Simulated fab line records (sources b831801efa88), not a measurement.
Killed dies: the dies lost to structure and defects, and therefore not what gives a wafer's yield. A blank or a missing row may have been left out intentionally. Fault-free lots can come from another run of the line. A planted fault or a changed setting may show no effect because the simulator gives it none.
8D (eight disciplines) problem report, filled in by code / flow gf180mcu / the parts of the form that need people (team, actions taken, sign-off) are left out

== 1. THE PROBLEM ==
Mean HV_LDD_3_TW at GF_HV_LDD_TW_MEAS_38: 1376 over 6 wafers in 2 lots; fault-free wafers: 1434, standard deviation 9.7. That is -6.0 standard deviations from the usual mean.
First seen on wafer L535.1, day 14 04:13, on film-metro-04. The record has a number at this step for 36 wafers belonging to 12 lots. Rule for "out" (also "out of limits"): further than 4 standard deviations from the usual mean. The other wafers with a number count as sound.

== 2. WHAT IT IS AND WHAT IT IS NOT ==
question=which readings at this step | is=HV_LDD_3_TW | is not=-
question=which lots | is=L535, L536 | is not=L532, L534, L539, L540, L541, L544, L545, L546, L547, L550
question=which wafers of those lots | is=all that have a number | is not=-
question=read on which gauges | is=film-metro-01, film-metro-04 | is not=film-metro-03
question=when | is=from day 14 04:13 | is not=up to then (6 sound wafers); but 24 sound wafers of L539, L540, L541, L544, L545, L546, L547, L550 came after

== 3. SUSPECTS, AND WHAT RULES EACH OUT ==
Counting: any tool at a process step up to the reading is kept as a suspect provided that every lot that is out went through it and no sound lot did after the first of them.
- the gauge at GF_HV_LDD_TW_MEAS_38 is ruled out. 2 gauges (film-metro-01, film-metro-04) read the wafers that are out.
- implanter-04 at GF_HV_LDD_IMPLANT_36: ruled out as a lasting fault. The sound lots L550 went through it after L535, its earliest lot that is out (day 14 03:58).
Left after counting: nothing in the record.

== 4. THE CAUSE (what the simulator had put in) ==
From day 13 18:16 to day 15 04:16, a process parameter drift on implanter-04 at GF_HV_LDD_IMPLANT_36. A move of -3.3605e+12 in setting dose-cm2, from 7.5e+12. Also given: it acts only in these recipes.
It was ruled out by counting, in error; the rule expects a fault to strike all lots run on its tool from its start on, and this fault did not.

== 5. THE EFFECT CHAIN, in route order ==
One row per reading whose mean, taken over the struck wafers that have a number, lies over 3 standard deviations from the usual. Scope: only readings with a usual standard deviation given in the record; hours: median across lots of the time from each lot's start at the first step in this table that gives one to its start at this step; sigmas: change in usual standard deviations.
hours=0; step=GF_HV_LDD_IMPLANT_36; reading=dose-ions-cm2; usual=7.501e+12; on struck wafers=4.139e+12; change=-3.362e+12; sigmas=-99 or more
hours=0; step=GF_HV_LDD_IMPLANT_36; reading=faraday-current-uA; usual=42.3; on struck wafers=23.1; change=-19.2; sigmas=-22
hours=0; step=GF_HV_LDD_TW_MEAS_38; reading=HV_LDD_3_TW; usual=1434; on struck wafers=1376; change=-58; sigmas=-6.0
hours=21; step=GF_HV_LDD_RS_MEAS_53; reading=HV_LDD_RS; usual=418.1 ohm/sq; on struck wafers=427.4; change=+9.3; sigmas=+9.4
Here are the process steps it includes:
- GF_HV_LDD_IMPLANT_36

== 6. HOW IT WOULD HAVE BEEN CAUGHT EARLIER ==
10 hours passed between the start of the fault at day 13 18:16 and the first reading out of limits at a measuring or inspecting step in this record, taken at day 14 04:13.
The tool's own readings at GF_HV_LDD_IMPLANT_36 were out on every struck wafer that the step has a row for (dose-ions-cm2, faraday-current-uA): an alarm limit on them would have fired on the first of those.
